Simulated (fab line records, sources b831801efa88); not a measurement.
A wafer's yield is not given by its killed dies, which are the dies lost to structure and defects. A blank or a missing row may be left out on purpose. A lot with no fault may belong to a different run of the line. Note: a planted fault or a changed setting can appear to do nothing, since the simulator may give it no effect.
fab line records ; flow sky130
[record] lots = 4; wafers = 12; last_day = 50
route steps=708 shown METAL1@448 VIA1@458 METAL2@483 PAD_OPEN@708
lots untouched by any fault: they come from a run of this same line in which no faults occurred
start_h: hours from the record's first day to the start of the lot's first wafer shown ; wait_h: hours since the lot's step before ; " identical to the entry in the row above ; L1.1+2: a single row standing in for several wafers ; - either no value or no given start ; * or withheld: withheld ; < > ~ a bound
route shown NAME@n: names a module that has steps shown in the file, with the first one's number in the route ; usual: the fault-free wafers' mean and standard deviation ; same: alike in all rows ; chamber/n: place in a boat ; sites: the reading at each site ; _std_site: standard deviation across them ; _edge_site: mean of outer sites minus mean of inner sites ; radius_mm: how far each site lies from the wafer's centre ; mask NAME#n: copy n ; behind: the tool/chamber that last shaped the wafer ; hold: cause of the lot's hold/its duration in hours/its outcome ; device: the transistor (n, p or np) that didn't switch ; end of line: at the end of the route, the tests of the same wafers ; a step with no rows: only its recipe ; killed: at the first sort, the dies lost to defects and structure; wafer yield is something else ; map: a wafer's dies, x killed, . not, _ none there
set.NAME: the setting the step ran with; set.NAME@STEP: the setting that earlier step ran with ; model.NAME: the simulator's own value behind a step, which no gauge read
lots at some steps of the route; a table a step, a row a wafer
services: the hour from which a tool's chamber was out of use, counted from the record's first day as start_h (under 0 if before that day), plus the number of hours and why
[[steps]]
[step SKY_METAL1_DEVELOP_14]
[recipe] develop_time_s = 60; resist = KrF-thick; dev_temp_c = 21
[step SKY_METAL1_DESCUM_17]
[recipe] chemistry = O2; source_power_w = 150; bias_power_w = 0; pressure_mtorr = 10; temp_c = 40; time_s = 8
[step SKY_METAL1_ETCH_18]
[recipe] chemistry = N2/H2; target = BARC; ion_energy_ev = 200; bias_w = 100; pressure_mtorr = 30; n2_flow_sccm = 100; h2_flow_sccm = 200; icp_w = 500; stop_on = SiO2; time_s = 45.9; target_depth_a = 600
[step SKY_METAL1_METAL_ETCH_19]
[recipe] target_depth_a = 3600; stop_on = SiO2; over_etch_frac = 0.3; time_s = 78; chemistry = Cl2/BCl3; resist_sidewall_deg = 88; pressure_mtorr = 10; icp_w = 900; bias_w = 48.5; Cl2_flow_sccm = 60; bcl3_flow_sccm = 30
[step SKY_METAL1_STRIP_20]
[recipe] chemistry = O2/N2; power_w = 1400; pressure_mtorr = 1500; platen_temp_c = withheld; o2_flow_sccm = 3000; n2_flow_sccm = 300; overash_fraction = 0.5
[step SKY_METAL1_STRIP_21]
[recipe] chemistry = post_etch_residue_remover; time_s = 1200; temp_c = 72.5
[step SKY_METAL1_CLEAN_22]
[recipe] chemistry = IPA; time_s = 180; temp_c = 25
[step SKY_METAL1_CLEAN_23]
[recipe] chemistry = O3/DIW; dry = n2_spin
[step SKY_VIA1_HDPCVD_00]
[recipe] material = SiO2; target_thk_nm = 1030; sigma_open_frac = 0.3; time_s = 171.7; temp_c = 400; sih4_flow_sccm = 60; pressure_mtorr = 6
[step SKY_VIA1_CMP_02]
[recipe] material = SiO2; down_force_psi = 4; platen_rpm = 60; pad_velocity_m_s = 0.94248
[usual] motor_current_A = 12.3/0.99; slurry_flow_ml_min = 149.9/0.51
lot.wafer;tool;chamber;start_h;wait_h;motor_current_A;slurry_flow_ml_min;model.SiO2_of_VIA1_HDPCVD_00.thk_nm
L389.4;cmp-02;3;865.58;0.1;11.3;150.0;344.4
L389.3;cmp-02;1;865.58;0.1;13.0;149.7;343.6
L389.5;cmp-02;3;865.58;0.1;12.6;150.1;344.8
L395.4;cmp-02;3;901.01;0.1;13.2;149.4;590
L395.3;cmp-02;1;901.01;0.1;13.2;148.9;343.7
L395.6;cmp-02;3;901.01;0.1;12.4;150.4;585.3
L397.2;cmp-02;2;910.09;0.0;13.0;149.3;345.1
L397.4;cmp-02;3;910.09;0.0;11.5;149.3;590
L397.1;cmp-02;0;910.09;0.0;11.9;149.6;344.4
L399.4;cmp-01;3;924.27;0.0;10.4;149.0;344.9
L399.2;cmp-01;2;924.27;0.0;11.9;149.5;344.7
L399.6;cmp-01;0;924.27;0.0;13.0;149.3;344.8
[step SKY_VIA1_DEHYDRATE_04]
[recipe] temp_c = 200; time_s = 60
[step SKY_VIA1_HMDS_05]
[recipe] prime_time_s = 60; prime_temp_c = 120
[step SKY_VIA1_COAT_06]
[recipe] resist = BARC; temp_c = withheld; time_s = withheld; spin_rpm = 3000; resist_thk_nm = 60
[step SKY_VIA1_COAT_07]
[recipe] resist = KrF-thick; spin_rpm = 3000; resist_thk_nm = 450
[step SKY_VIA1_SOFTBAKE_08]
[recipe] temp_c = 100; time_s = 90; resist = KrF-thick
[step SKY_VIA1_EXPOSE_09]
[recipe] mask_id = VIM; na = 0.8; source_shape = annular; sigma_inner = 0.55; sigma_outer = 0.85; target_cd_nm = 150; dose_mj = 38
[step SKY_VIA1_PEB_10]
[recipe] peb_temp_c = withheld; peb_time_s = withheld; resist = KrF-thick
[step SKY_VIA1_DEVELOP_11]
[recipe] develop_time_s = 60; resist = KrF-thick; dev_temp_c = 21
[step SKY_VIA1_ETCH_14]
[recipe] chemistry = N2/H2; target = BARC; ion_energy_ev = 200; source_w = 500; bias_w = 100; pressure_mtorr = 30; n2_flow_sccm = 100; h2_flow_sccm = 200; stop_on = SiO2; time_s = 45.9; target_depth_a = 600
[step SKY_VIA1_ETCH_15]
[recipe] target = SiO2; chemistry = C4F8/O2/Ar; target_depth_nm = 351; stop_on = TiN; mask_material = KrF-thick; source_w = 1500; bias_w = 1200; pressure_mtorr = 40; c4f8_flow_sccm = withheld; O2_flow_sccm = 6; Ar_flow_sccm = 300; time_s = 54
[usual] oes_product_au = 0.981/0.0067
lot.wafer;tool;chamber;start_h;wait_h;oes_product_au;rf_hours_counter_h;model.VIA1.feature_depth_nm;model.etch.depth_nm
L389.3;rie_diel-01;3;891.20;0.0;0.968;16;343.6;343.6
L389.4;rie_diel-01;0;891.20;0.0;0.981;16;344.4;344.4
L389.5;rie_diel-01;3;891.20;0.0;0.980;-;344.8;344.8
L395.3;rie_diel-01;0;925.90;0.0;0.984;17;343.7;343.7
L395.4;rie_diel-01;2;925.90;0.0;1.010;12;353.8;353.8
L395.6;rie_diel-01;3;925.90;0.0;0.982;-;342.2;342.2
L397.1;rie_diel-02;2;934.35;0.0;0.986;15;344.4;344.4
L397.2;rie_diel-02;0;934.35;0.0;0.975;22;345.1;345.1
L397.4;rie_diel-02;3;934.35;0.0;0.994;3;350.1;350.1
L399.2;rie_diel-01;1;948.73;0.0;0.994;21;344.7;344.7
L399.4;rie_diel-01;2;948.73;0.0;0.979;-;344.9;344.9
L399.6;rie_diel-01;1;948.73;0.0;0.981;-;344.8;344.8
[step SKY_VIA1_STRIP_16]
[recipe] chemistry = O2/N2; power_w = 1400; pressure_mtorr = 1500; platen_temp_c = withheld; o2_flow_sccm = 3000; n2_flow_sccm = 300; overash_fraction = 0.5
[step SKY_VIA1_STRIP_17]
[recipe] chemistry = post_etch_residue_remover; time_s = 1200; temp_c = 72.5
[step SKY_VIA1_CLEAN_18]
[recipe] chemistry = IPA; time_s = 180; temp_c = 25
[step SKY_VIA1_CLEAN_19]
[recipe] chemistry = O3/DIW; dry = n2_spin
[step SKY_VIA1_SPUTTER_20]
[recipe] material = TiN; target_thk_nm = 20; chamber_pressure_pa = 5; power_w = 4000; time_s = 80
[step SKY_VIA1_CVD_21]
[recipe] material = W; target_thk_nm = 270; time_s = 80.902; temp_c = 400; pressure_torr = 40
[step SKY_VIA1_CMP_24]
[recipe] stop_on = SiO2; t_overpolish_s = 15; down_force_psi = 3.5; platen_rpm = 60; target_thk_nm = 0; pad_velocity_m_s = 0.94248
[step SKY_METAL2_SPUTTER_00]
[recipe] material = Ti; target_thk_nm = 15; power_w = 3000; time_s = 10; chamber_pressure_pa = 0.4
[step SKY_METAL2_SPUTTER_01]
[recipe] material = TiN; target_thk_nm = 20; power_w = 6500; time_s = 16.7; chamber_pressure_pa = 0.4
[step SKY_METAL2_SPUTTER_02]
[recipe] material = AlCu; target_thk_nm = 250; power_w = 10600; time_s = 13.3; chamber_pressure_pa = 0.4
[step SKY_METAL2_SPUTTER_03]
[recipe] material = Ti; target_thk_nm = 5; power_w = 3000; time_s = 3.3; chamber_pressure_pa = 0.4
[step SKY_METAL2_SPUTTER_04]
[recipe] material = TiN; target_thk_nm = 70; power_w = 6500; time_s = 58.3; chamber_pressure_pa = 0.4
[step SKY_METAL2_METAL_ETCH_19]
[recipe] target_depth_a = 3600; stop_on = SiO2; over_etch_frac = 0.3; time_s = 78; chemistry = Cl2/BCl3; resist_sidewall_deg = 88; pressure_mtorr = 10; icp_w = 900; bias_w = 48.5; Cl2_flow_sccm = 60; bcl3_flow_sccm = 30
[usual] drypump_motor_current_A = 5.7/0.32; oes_product_au = 0.855/0.0055; throttle_valve_pct = 22.265/0.0085
lot.wafer;tool;chamber;start_h;wait_h;drypump_motor_current_A;oes_product_au;rf_hours_counter_h;throttle_valve_pct;model.SiO2_of_VIA1_HDPCVD_00.thk_nm
L389.3;rie_metal-01;1;918.32;0.1;5.3;0.863;-;22.271;329.7
L389.4;rie_metal-01;1;918.32;0.1;5.3;0.847;-;22.258;330.5
L389.5;rie_metal-01;1;918.32;0.1;5.3;0.852;-;22.271;330.8
L395.3;rie_metal-03;0;952.02;0.1;5.8;0.852;-;22.259;329.8
L395.4;rie_metal-03;1;952.02;0.1;6.0;0.862;-;22.281;576.1
L395.6;rie_metal-03;1;952.02;0.1;6.0;0.860;-;22.255;571.6
L397.1;rie_metal-01;1;960.07;0.0;5.3;0.849;19;22.272;330.7
L397.2;rie_metal-01;0;960.07;0.0;5.8;0.855;2;22.254;331.2
L397.4;rie_metal-01;0;960.07;0.0;5.8;0.847;-;22.270;576.2
L399.2;rie_metal-03;0;973.76;0.0;5.9;0.855;3;22.253;330.7
L399.4;rie_metal-03;0;973.76;0.0;5.8;0.856;-;22.272;330.9
L399.6;rie_metal-03;0;973.76;0.0;5.9;0.849;-;22.270;330.8
[step SKY_PAD_OPEN_PROBE_99]
[usual] defect_limited_yield = 82.5/1.9; killed_at_M0_to_M3 = 43/6.8; killed_at_M4_up = 3.2/1.8; killed_at_contacts = 24/6.2; killed_at_front_end = 15/4.7; killed_at_other = 0.4/0.63; killed_dies = 86/9.6; killed_open = 47/6.9; killed_short = 39/6.3
[same] gross_dies = 492; killed_at_back_side = 0
lot.wafer;tool;chamber;start_h;wait_h;defect_limited_yield[%];killed_at_M0_to_M3;killed_at_M4_up;killed_at_contacts;killed_at_front_end;killed_at_other;killed_dies;killed_open;killed_short;model.etest.tester.sort_n_pass;model.etest.tester.sort_bin_5_pct;model.etest.tester.sort_yield_pct;model.etest.diode_pdiff_fingers.under_floor;model.etest.sonos_baked.open;model.etest.res_xhigh_po.open;model.etest.ring_1v8.no_ring;model.etest.pfet_g5v0d10v5.under_floor
L389.3;prober-01;-;1153.35;0.2;79.7;57;6;21;15;1;100;56;44;392;11.59;79.67;0;0;0;0;0
L389.4;prober-01;-;1153.40;0.2;85.0;40;1;28;5;0;74;46;28;418;8.13;84.96;0;0;0;0;0
L389.5;prober-01;-;1153.45;0.2;83.9;40;5;21;13;0;79;39;38;413;9.146;83.94;0;0;0;0;0
L395.3;prober-01;-;1176.11;0.2;81.5;52;2;21;15;1;91;52;39;401;10.98;81.5;0;0;0;0;0
L395.4;prober-01;-;1176.16;0.2;83.9;41;3;21;14;0;79;43;35;0;92.07;0;1;1;1;1;1
L395.6;prober-01;-;1176.26;0.2;82.1;48;3;19;17;1;88;56;32;0;93.29;0;1;1;1;1;1
L397.1;prober-01;-;1178.86;0.1;84.1;43;1;18;15;1;78;41;37;414;10.37;84.15;0;0;0;0;0
L397.2;prober-01;-;1178.91;0.1;81.5;45;5;22;19;0;91;51;39;401;9.959;81.5;0;0;0;0;0
L397.4;prober-01;-;1179.01;0.2;83.1;47;3;21;12;0;83;46;36;0;92.89;0;1;1;1;1;1
L399.2;prober-01;-;1191.78;0.1;81.1;43;5;27;18;0;93;54;38;399;12.6;81.1;0;0;0;0;0
L399.4;prober-01;-;1191.88;0.2;81.3;43;2;22;24;1;92;61;30;400;11.79;81.3;0;0;0;0;0
L399.6;prober-01;-;1191.98;0.2;85.8;31;2;20;17;0;70;42;28;422;9.959;85.77;0;0;0;0;0
// killed by level:class
L389.3 CONTACT:geometric_particle:open=12 VIA3:geometric_particle:open=8 VIA2:geometric_particle:open=8 VIA1:geometric_particle:open=7 METAL2:geometric_particle:short=6 POLY_GATE:geometric_particle:open=5 VIA2:geometric_particle:short=5 METAL3:geometric_particle:short=5
L389.4 VIA1:geometric_particle:open=13 LI_CONTACT:geometric_particle:open=12 CONTACT:geometric_particle:open=9 METAL1:geometric_particle:short=7 METAL2:geometric_particle:short=4 LOCAL_INTERCONNECT:geometric_particle:short=3 CONTACT:geometric_particle:short=3 VIA3:geometric_particle:open=3
L389.5 VIA1:geometric_particle:open=8 LI_CONTACT:geometric_particle:open=7 VIA2:geometric_particle:open=7 CONTACT:geometric_particle:open=6 VIA3:geometric_particle:open=6 POLY_GATE:geometric_particle:short=5 CONTACT:geometric_particle:short=5 METAL2:geometric_particle:short=5
L395.3 VIA3:geometric_particle:open=12 CONTACT:geometric_particle:open=8 VIA1:geometric_particle:open=8 METAL1:geometric_particle:short=7 VIA2:geometric_particle:open=6 CONTACT:geometric_particle:short=5 VIA1:geometric_particle:short=5 FIELD_ISO:geometric_particle:open=4
L395.4 VIA1:geometric_particle:open=12 LI_CONTACT:geometric_particle:open=8 CONTACT:geometric_particle:short=6 VIA2:geometric_particle:open=6 VIA3:geometric_particle:open=6 CONTACT:geometric_particle:open=5 METAL1:geometric_particle:short=5 POLY_GATE:geometric_particle:short=4
L395.6 VIA1:geometric_particle:open=10 CONTACT:geometric_particle:open=10 VIA3:geometric_particle:open=10 VIA2:geometric_particle:open=7 METAL2:geometric_particle:short=6 LI_CONTACT:geometric_particle:open=6 POLY_GATE:geometric_particle:short=5 FIELD_ISO:geometric_particle:open=4
L397.1 VIA1:geometric_particle:open=9 VIA2:geometric_particle:open=7 LI_CONTACT:geometric_particle:open=6 VIA1:geometric_particle:short=6 LOCAL_INTERCONNECT:geometric_particle:short=5 CONTACT:geometric_particle:open=5 VIA2:geometric_particle:short=5 METAL1:geometric_particle:short=5
L397.2 CONTACT:geometric_particle:open=12 VIA2:geometric_particle:open=9 VIA3:geometric_particle:open=8 VIA1:geometric_particle:open=6 FIELD_ISO:geometric_particle:short=5 VIA1:geometric_particle:short=5 POLY_GATE:geometric_particle:short=4 LI_CONTACT:geometric_particle:open=4
L397.4 VIA1:geometric_particle:open=9 VIA3:geometric_particle:open=8 CONTACT:geometric_particle:open=7 LI_CONTACT:geometric_particle:open=6 METAL1:geometric_particle:short=6 CONTACT:geometric_particle:short=5 METAL2:geometric_particle:short=5 VIA2:geometric_particle:open=5
L399.2 VIA1:geometric_particle:open=11 CONTACT:geometric_particle:open=9 LI_CONTACT:geometric_particle:open=8 VIA3:geometric_particle:open=7 METAL2:geometric_particle:short=6 FIELD_ISO:geometric_particle:short=4 FIELD_ISO:geometric_particle:open=4 POLY_GATE:geometric_particle:open=4
L399.4 VIA2:geometric_particle:open=11 VIA1:geometric_particle:open=11 FIELD_ISO:geometric_particle:open=9 CONTACT:geometric_particle:open=9 VIA3:geometric_particle:open=9 LI_CONTACT:geometric_particle:open=6 FIELD_ISO:geometric_particle:short=5 POLY_GATE:geometric_particle:open=4
L399.6 VIA1:geometric_particle:open=10 VIA3:geometric_particle:open=6 LI_CONTACT:geometric_particle:open=6 CONTACT:geometric_particle:open=6 FIELD_ISO:geometric_particle:short=4 FIELD_ISO:geometric_particle:open=4 POLY_GATE:geometric_particle:open=4 POLY_GATE:geometric_particle:short=4
[[services]]
tool;chamber;start_h;hours;kind
rie_diel-02;2;867.48;40.0;repair
rie_metal-01;-;870.58;0.6;repair
cmp-01;-;892.20;5.7;pm
cmp-02;-;903.60;1.4;repair
rie_metal-01;0;906.92;-;clean
rie_metal-01;0;906.92;23.0;scheduled_down
rie_metal-01;0;906.92;23.0;vent_cycle
rie_metal-03;0;907.63;-;clean
rie_metal-03;0;907.63;13.3;scheduled_down
rie_metal-03;0;907.63;13.3;vent_cycle
cmp-02;-;912.00;4.0;pm
cmp-02;-;916.00;-;consumable_replace:conditioner
cmp-02;-;916.00;-;consumable_replace:pad
cmp-02;-;932.93;0.9;repair
rie_metal-01;-;935.88;0.3;repair
rie_diel-02;0;939.08;9.1;repair
cmp-01;-;939.52;1.2;repair
rie_diel-02;1;945.24;4.0;repair
rie_diel-01;3;945.74;12.3;repair
cmp-01;-;957.95;0.5;repair
rie_diel-02;2;961.55;20.1;repair
rie_diel-01;2;965.29;5.4;repair
cmp-02;-;970.11;0.4;repair
rie_metal-01;1;971.73;-;clean
[[key]]
first_sign none at tools or gauges
[model_effect] step = SKY_VIA1_CMP_02; value = SiO2_of_VIA1_HDPCVD_00.thk_nm; without = 344.6; struck = 588.4
[model_effect] step = SKY_VIA1_ETCH_15; value = VIA1.feature_depth_nm; without = 343.9; struck = 348.7
[model_effect] step = SKY_METAL2_METAL_ETCH_19; value = SiO2_of_VIA1_HDPCVD_00.thk_nm; without = 330.8; struck = 574.6
[model_effect] step = SKY_PAD_OPEN_PROBE_99; value = etest.tester.sort_n_pass; without = 408.7; struck = 0
met_at SKY_VIA1_CMP_02
struck_wafers L395.4,L395.6,L397.4
onset_between 865.58 901.01
[fault] kind = process_parameter_drift; tool = cmp-02; chamber = -; onset_h = 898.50; steps = SKY_VIA1_CMP_02; channel = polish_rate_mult; offset = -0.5; shape = step; end_h = 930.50; scope = struck_wafers_only
